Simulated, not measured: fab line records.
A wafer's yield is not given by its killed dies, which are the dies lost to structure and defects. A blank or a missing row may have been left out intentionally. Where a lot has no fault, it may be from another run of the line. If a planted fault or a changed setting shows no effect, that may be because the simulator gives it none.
fab line records | flow sky130
[record] lots = 14 | wafers = 42 | last_day = 50
route steps=708 shown LOCAL_INTERCONNECT@387 METAL1@447
lots that met no fault: from a run of the same line without faults
start_h: hours from the record's opening day to when the first of the lot's shown wafers began | wait_h: hours from the lot's prior step to this one | " the same as in the row above | L1.1+2: several wafers, shown together as one row | - no value present, or no start provided | * or withheld: withheld | < > ~ a bound
route shown NAME@n: names a module that has steps shown in the file, with the first one's number in the route | usual: average and standard deviation across the fault-free wafers | same: alike in all rows | chamber/n: place in a boat | sites: each site's reading | _std_site: the standard deviation of these | _edge_site: outer sites' mean less inner sites' | radius_mm: for every site, how far away it sits from the centre of the wafer | mask NAME#n: copy n | behind: the last tool/chamber to shape the wafer | hold: what put the lot on hold/how long, in hours/how the hold closed | device: names the non-switching transistor (n, p or np) | end of line: tests of these same wafers at the route's end | a step without rows: its recipe alone | killed: not the wafer's yield, but the dies lost to structure and defects at the first sort | map: a wafer's dies, marking killed ones x, the rest . and places with no die _
set.NAME: the run value of the setting; set.NAME@STEP: its run value at that earlier step | model.NAME: the simulator's own value behind a step, which no gauge read
the route's steps for a sample of lots (tables are steps, rows are wafers)
services: a tool's chamber out of use, with start hour (start_h, from the record's first day; less than 0 if before it), hours out, and reason
[[steps]]
[step SKY_LOCAL_INTERCONNECT_SPUTTER_00]
[recipe] material = TiN | target_thk_nm = 100 | temp_c = 300 | power_w = 6500 | time_s = 83.3 | chamber_pressure_pa = 0.4
[usual] substrate_temp_c = 299.99/0.2 | throttle_valve_pct = 30.2/0.68
lot.wafer | tool           | chamber | start_h | wait_h | substrate_temp_c | throttle_valve_pct
L696.2    | pvd_sputter-01 | -       | 696.62  | 0.3    | 299.46           | 30.8
L696.3    | "              | -       | "       | "      | 299.94           | 31.1
L696.4    | "              | -       | "       | "      | 299.91           | 30.0
L698.1    | pvd_sputter-02 | -       | 706.70  | 0.2    | 299.98           | 31.2
L698.2    | "              | -       | "       | "      | 300.03           | 28.7
L698.4    | "              | -       | "       | "      | 299.51           | 29.5
L699.1    | pvd_sputter-01 | -       | 710.58  | 0.2    | 300.26           | 29.9
L699.2    | "              | -       | "       | "      | 299.99           | 30.9
L699.5    | "              | -       | "       | "      | 299.70           | 29.8
L701.2    | pvd_sputter-02 | -       | 724.13  | 0.1    | 299.78           | 29.1
L701.3    | "              | -       | "       | "      | 299.74           | 29.9
L701.6    | "              | -       | "       | "      | 299.79           | 29.8
L702.1    | pvd_sputter-03 | -       | 733.85  | 0.1    | 300.01           | 30.3
L702.3    | "              | -       | "       | "      | 299.93           | 30.2
L702.6    | "              | -       | "       | "      | 299.94           | 29.8
L703.4    | pvd_sputter-02 | -       | 737.15  | 0.1    | 300.01           | 31.7
L703.5    | "              | -       | "       | "      | 299.89           | 31.6
L703.6    | "              | -       | "       | "      | 300.28           | 29.3
L705.1    | pvd_sputter-01 | -       | 753.59  | 0.2    | 300.00           | 30.0
L705.2    | "              | -       | "       | "      | 300.31           | 29.9
L705.3    | "              | -       | "       | "      | 300.03           | 30.8
L708.1    | pvd_sputter-03 | -       | 776.15  | 0.2    | 300.20           | 31.1
L708.2    | "              | -       | "       | "      | 299.98           | 29.9
L708.5    | "              | -       | "       | "      | 299.74           | 30.2
L712.1    | pvd_sputter-01 | -       | 814.79  | 0.2    | 300.22           | 30.0
L712.5    | "              | -       | "       | "      | 299.81           | 30.7
L712.6    | "              | -       | "       | "      | 299.89           | 30.8
L713.1    | pvd_sputter-01 | -       | 820.14  | 0.1    | 300.04           | 29.7
L713.4    | "              | -       | "       | "      | 299.85           | 31.2
L713.5    | "              | -       | "       | "      | 299.79           | 30.9
L716.1    | pvd_sputter-02 | -       | 831.40  | 0.2    | 299.94           | 29.4
L716.3    | "              | -       | "       | "      | 299.97           | 29.0
L716.4    | "              | -       | "       | "      | 300.00           | 31.1
L717.1    | pvd_sputter-03 | -       | 847.72  | 0.2    | 299.87           | 30.1
L717.3    | "              | -       | "       | "      | 299.82           | 30.9
L717.6    | "              | -       | "       | "      | 299.82           | 30.9
L718.1    | pvd_sputter-03 | -       | 854.86  | 0.1    | 299.86           | 29.4
L718.2    | "              | -       | "       | "      | 300.06           | 30.0
L718.3    | "              | -       | "       | "      | 299.99           | 30.9
L719.3    | pvd_sputter-02 | -       | 865.86  | 0.2    | 299.75           | 29.3
L719.4    | "              | -       | "       | "      | 299.96           | 31.4
L719.6    | "              | -       | "       | "      | 299.81           | 29.2
[step SKY_LOCAL_INTERCONNECT_OVL_MEAS_12]
[usual] LOCAL_INTERCONNECT_OVL = -2/6.2
lot.wafer | tool       | chamber | start_h | wait_h | LOCAL_INTERCONNECT_OVL[nm]
L696.2    | overlay-01 | -       | 724.90  | 0.1    | 8
L696.3    | "          | -       | "       | "      | 14
L696.4    | "          | -       | "       | "      | 6
L698.1    | overlay-01 | -       | 734.79  | 0.1    | 12
L698.2    | "          | -       | "       | "      | 6
L698.4    | "          | -       | "       | "      | 5
L699.1    | overlay-01 | -       | 738.99  | 0.1    | 3
L699.2    | "          | -       | "       | "      | -8
L699.5    | "          | -       | "       | "      | -1
L701.2    | overlay-01 | -       | 751.55  | 0.1    | -7
L701.3    | "          | -       | "       | "      | -4
L701.6    | "          | -       | "       | "      | -10
L702.1    | overlay-01 | -       | 762.24  | 0.1    | -4
L702.3    | "          | -       | "       | "      | -1
L702.6    | "          | -       | "       | "      | 4
L703.4    | overlay-02 | -       | 764.56  | 0.1    | -10
L703.5    | "          | -       | "       | "      | -6
L703.6    | "          | -       | "       | "      | -3
L705.1    | overlay-01 | -       | 780.69  | 0.1    | 1
L705.2    | "          | -       | "       | "      | -6
L705.3    | "          | -       | "       | "      | 4
L708.1    | overlay-01 | -       | 802.74  | 0.1    | -3
L708.2    | "          | -       | "       | "      | -8
L708.5    | "          | -       | "       | "      | -8
L712.1    | overlay-02 | -       | 841.39  | 0.1    | -4
L712.5    | "          | -       | "       | "      | -4
L712.6    | "          | -       | "       | "      | 1
L713.1    | overlay-02 | -       | 845.74  | 0.1    | -6
L713.4    | "          | -       | "       | "      | -7
L713.5    | "          | -       | "       | "      | 0
L716.1    | overlay-01 | -       | 857.84  | 0.1    | -1
L716.3    | "          | -       | "       | "      | -3
L716.4    | "          | -       | "       | "      | -5
L717.1    | overlay-02 | -       | 874.09  | 0.1    | -13
L717.3    | "          | -       | "       | "      | -7
L717.6    | "          | -       | "       | "      | -13
L718.1    | overlay-01 | -       | 881.59  | 0.1    | 6
L718.2    | "          | -       | "       | "      | 1
L718.3    | "          | -       | "       | "      | 5
L719.3    | overlay-01 | -       | 892.70  | 0.1    | -5
L719.4    | "          | -       | "       | "      | 1
L719.6    | "          | -       | "       | "      | 0
[step SKY_METAL1_PEB_13]
[recipe] peb_temp_c = withheld | peb_time_s = withheld | resist = KrF-thick
[usual] chill_plate_temp_C = * | exhaust_pa = 44.9/0.89
lot.wafer | tool           | chamber | start_h | wait_h | chill_plate_temp_C | exhaust_pa
L696.2    | litho_track-04 | 0       | 781     | -      | *                  | 45.4
L696.3    | "              | 0       | "       | "      | *                  | 45.3
L696.4    | "              | 0       | "       | "      | *                  | 45.7
L698.1    | litho_track-03 | 0       | 792     | -      | *                  | 45.5
L698.2    | "              | 0       | "       | "      | *                  | 44.4
L698.4    | "              | 0       | "       | "      | *                  | 43.8
L699.1    | litho_track-03 | 0       | 795     | -      | *                  | 45.1
L699.2    | "              | 0       | "       | "      | *                  | 46.8
L699.5    | "              | 0       | 796     | -      | *                  | 45.4
L701.2    | litho_track-03 | 0       | 807     | -      | *                  | 44.3
L701.3    | "              | 0       | "       | "      | *                  | 45.1
L701.6    | "              | 0       | "       | "      | *                  | 46.3
L702.1    | litho_track-02 | 0       | 818     | -      | *                  | 44.3
L702.3    | "              | 0       | "       | "      | *                  | 44.2
L702.6    | "              | 0       | "       | "      | *                  | 44.6
L703.4    | litho_track-04 | 0       | 820     | -      | *                  | 45.5
L703.5    | "              | 0       | "       | "      | *                  | 45.5
L703.6    | "              | 0       | "       | "      | *                  | 44.9
L705.1    | litho_track-04 | 0       | 836     | -      | *                  | 43.2
L705.2    | "              | 0       | "       | "      | *                  | 44.5
L705.3    | "              | 0       | "       | "      | *                  | 44.7
L708.1    | litho_track-02 | 0       | 857     | -      | *                  | 44.3
L708.2    | "              | 0       | "       | "      | *                  | 44.7
L708.5    | "              | 0       | "       | "      | *                  | 44.4
L712.1    | litho_track-04 | -       | 895     | -      | -                  | -
L712.5    | "              | -       | "       | "      | -                  | -
L712.6    | "              | -       | "       | "      | -                  | -
L713.1    | litho_track-02 | -       | 899     | -      | -                  | -
L713.4    | "              | -       | "       | "      | -                  | -
L713.5    | "              | -       | "       | "      | -                  | -
L716.1    | litho_track-04 | 0       | 911     | -      | *                  | 44.7
L716.3    | "              | 0       | "       | "      | *                  | 45.2
L716.4    | "              | 0       | "       | "      | *                  | 45.4
L717.1    | litho_track-04 | 0       | 927     | -      | *                  | 45.2
L717.3    | "              | 0       | "       | "      | *                  | 46.1
L717.6    | "              | 0       | "       | "      | *                  | 44.9
L718.1    | litho_track-04 | 0       | 935     | -      | *                  | 43.5
L718.2    | "              | 0       | "       | "      | *                  | 44.8
L718.3    | "              | 0       | "       | "      | *                  | 45.5
L719.3    | litho_track-03 | 0       | 945     | -      | *                  | 45.5
L719.4    | "              | 0       | "       | "      | *                  | 45.5
L719.6    | "              | 0       | "       | "      | *                  | 43.7
[step SKY_METAL1_STRIP_20]
[recipe] chemistry = O2/N2 | power_w = 1400 | pressure_mtorr = 1500 | platen_temp_c = withheld | o2_flow_sccm = 3000 | n2_flow_sccm = 300 | overash_fraction = 0.5
[usual] drypump_motor_current_A = 5.74/0.13 | oes_product_au = 0.344/0.0045 | strip_time_to_endpoint_s = 2.72/0.035
[same] overash_fraction = 0.5
lot.wafer | tool            | chamber | start_h | wait_h | drypump_motor_current_A | oes_product_au | rf_hours_counter_h | strip_time_to_endpoint_s
L696.2    | plasma_asher-01 | 1       | 782.36  | 0.1    | 5.72                    | 0.342          | 34                 | 2.74
L696.3    | "               | 1       | "       | "      | 5.72                    | 0.349          | -                  | 2.76
L696.4    | "               | 0       | "       | "      | 5.50                    | 0.343          | -                  | 2.69
L698.1    | plasma_asher-01 | 0       | 792.93  | 0.1    | 5.49                    | 0.346          | 35                 | 2.75
L698.2    | "               | 1       | "       | "      | 5.71                    | 0.343          | 35                 | 2.66
L698.4    | "               | 0       | "       | "      | 5.49                    | 0.350          | -                  | 2.73
L699.1    | plasma_asher-04 | 1       | 796.57  | 0.1    | 5.86                    | 0.346          | 96                 | 2.72
L699.2    | "               | 0       | "       | "      | 5.75                    | 0.340          | 96                 | 2.70
L699.5    | "               | 1       | "       | "      | 5.88                    | 0.340          | -                  | 2.67
L701.2    | plasma_asher-04 | 0       | 807.87  | 0.1    | 5.75                    | 0.336          | 97                 | 2.66
L701.3    | "               | 0       | "       | "      | 5.75                    | 0.343          | -                  | 2.67
L701.6    | "               | 1       | "       | "      | 5.88                    | 0.351          | -                  | 2.69
L702.1    | plasma_asher-04 | 1       | 819.59  | 0.1    | 5.84                    | 0.351          | 98                 | 2.74
L702.3    | "               | 0       | "       | "      | 5.76                    | 0.342          | -                  | 2.75
L702.6    | "               | 1       | "       | "      | 5.86                    | 0.351          | -                  | 2.77
L703.4    | plasma_asher-02 | 1       | 821.18  | 0.1    | 5.89                    | 0.353          | -                  | 2.78
L703.5    | "               | 1       | "       | "      | 5.88                    | 0.349          | -                  | 2.77
L703.6    | "               | 0       | "       | "      | 5.62                    | 0.347          | -                  | 2.77
L705.1    | plasma_asher-04 | 1       | 836.96  | 0.1    | 5.85                    | 0.340          | 100                | 2.73
L705.2    | "               | 0       | "       | "      | 5.75                    | 0.347          | 100                | 2.71
L705.3    | "               | 0       | "       | "      | 5.75                    | 0.342          | -                  | 2.72
L708.1    | plasma_asher-04 | 1       | 858.41  | 0.1    | 5.87                    | 0.347          | 102                | 2.71
L708.2    | "               | 0       | "       | "      | 5.75                    | 0.351          | 102                | 2.73
L708.5    | "               | 0       | "       | "      | 5.75                    | 0.347          | -                  | 2.75
L712.1    | plasma_asher-04 | 0       | 895.96  | 0.1    | 5.74                    | 0.341          | 106                | 2.73
L712.5    | "               | 0       | "       | "      | 5.75                    | 0.347          | -                  | 2.69
L712.6    | "               | 1       | "       | "      | 5.88                    | 0.347          | -                  | 2.71
L713.1    | plasma_asher-02 | 1       | 900.46  | 0.1    | 5.89                    | 0.334          | 75                 | 2.74
L713.4    | "               | 0       | "       | "      | 5.62                    | 0.340          | -                  | 2.71
L713.5    | "               | 1       | "       | "      | 5.87                    | 0.343          | -                  | 2.70
L716.1    | plasma_asher-01 | 0       | 912.01  | 0.1    | 5.50                    | 0.334          | 48                 | 2.72
L716.3    | "               | 0       | "       | "      | 5.48                    | 0.346          | -                  | 2.74
L716.4    | "               | 1       | "       | "      | 5.72                    | 0.343          | -                  | 2.68
L717.1    | plasma_asher-04 | 0       | 928.15  | 0.1    | 5.75                    | 0.343          | 109                | 2.75
L717.3    | "               | 1       | "       | "      | 5.85                    | 0.341          | -                  | 2.73
L717.6    | "               | 1       | "       | "      | 5.85                    | 0.345          | -                  | 2.74
L718.1    | plasma_asher-01 | 0       | 936.21  | 0.1    | 5.48                    | 0.339          | 50                 | 2.75
L718.2    | "               | 1       | "       | "      | 5.72                    | 0.342          | 50                 | 2.69
L718.3    | "               | 0       | "       | "      | 5.50                    | 0.347          | -                  | 2.71
L719.3    | plasma_asher-01 | 0       | 946.09  | 0.1    | 5.49                    | 0.336          | -                  | 2.73
L719.4    | "               | 1       | "       | "      | 5.75                    | 0.345          | -                  | 2.72
L719.6    | "               | 0       | "       | "      | 5.49                    | 0.339          | -                  | 2.75
[[services]]
tool            | chamber | start_h | hours | kind
pvd_sputter-02  | -       | 708.55  | 1.4   | repair
pvd_sputter-01  | -       | 715.45  | 3.6   | repair
pvd_sputter-02  | -       | 768.86  | 9.1   | repair
plasma_asher-04 | -       | 779.63  | 7.0   | repair
plasma_asher-02 | -       | 804.42  | 7.0   | repair
plasma_asher-02 | -       | 807.10  | 13.7  | repair
pvd_sputter-03  | -       | 814.96  | 2.6   | repair
plasma_asher-02 | -       | 840.58  | 9.4   | pm
pvd_sputter-03  | -       | 858.00  | 2.0   | repair
plasma_asher-04 | -       | 860.76  | 4.6   | repair
plasma_asher-04 | -       | 899.08  | 2.8   | pm
pvd_sputter-03  | -       | 911.76  | 4.0   | repair
plasma_asher-01 | -       | 919.90  | 4.3   | pm
[[key]]
[first_sign] step = SKY_METAL1_PEB_13 | reading = tool_record | direction = missing
effect none on later readings
met_at SKY_METAL1_PEB_13
struck_lots L712,L713
later_rows_left_out L712.1,L712.5,L712.6,L713.1,L713.4,L713.5
sort_left_out L712.1,L712.5,L712.6,L713.1,L713.4,L713.5
not_acting_at SKY_LOCAL_INTERCONNECT_SPUTTER_00,SKY_LOCAL_INTERCONNECT_OVL_MEAS_12,SKY_METAL1_STRIP_20
onset_between 857 895
[fault] kind = skipped_step_whole | tool = litho_track-02,litho_track-04 | chamber = - | onset_h = 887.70 | steps = SKY_METAL1_PEB_13 | scope = struck_lots_only
// sort_left_out: the simulated sort isn't trusted on such a fault, so these wafers' sort isn't shown, and their yield isn't known
// later_rows_left_out: the simulator's readings of these wafers behind a module that went badly wrong aren't trusted and aren't shown, but for the sort
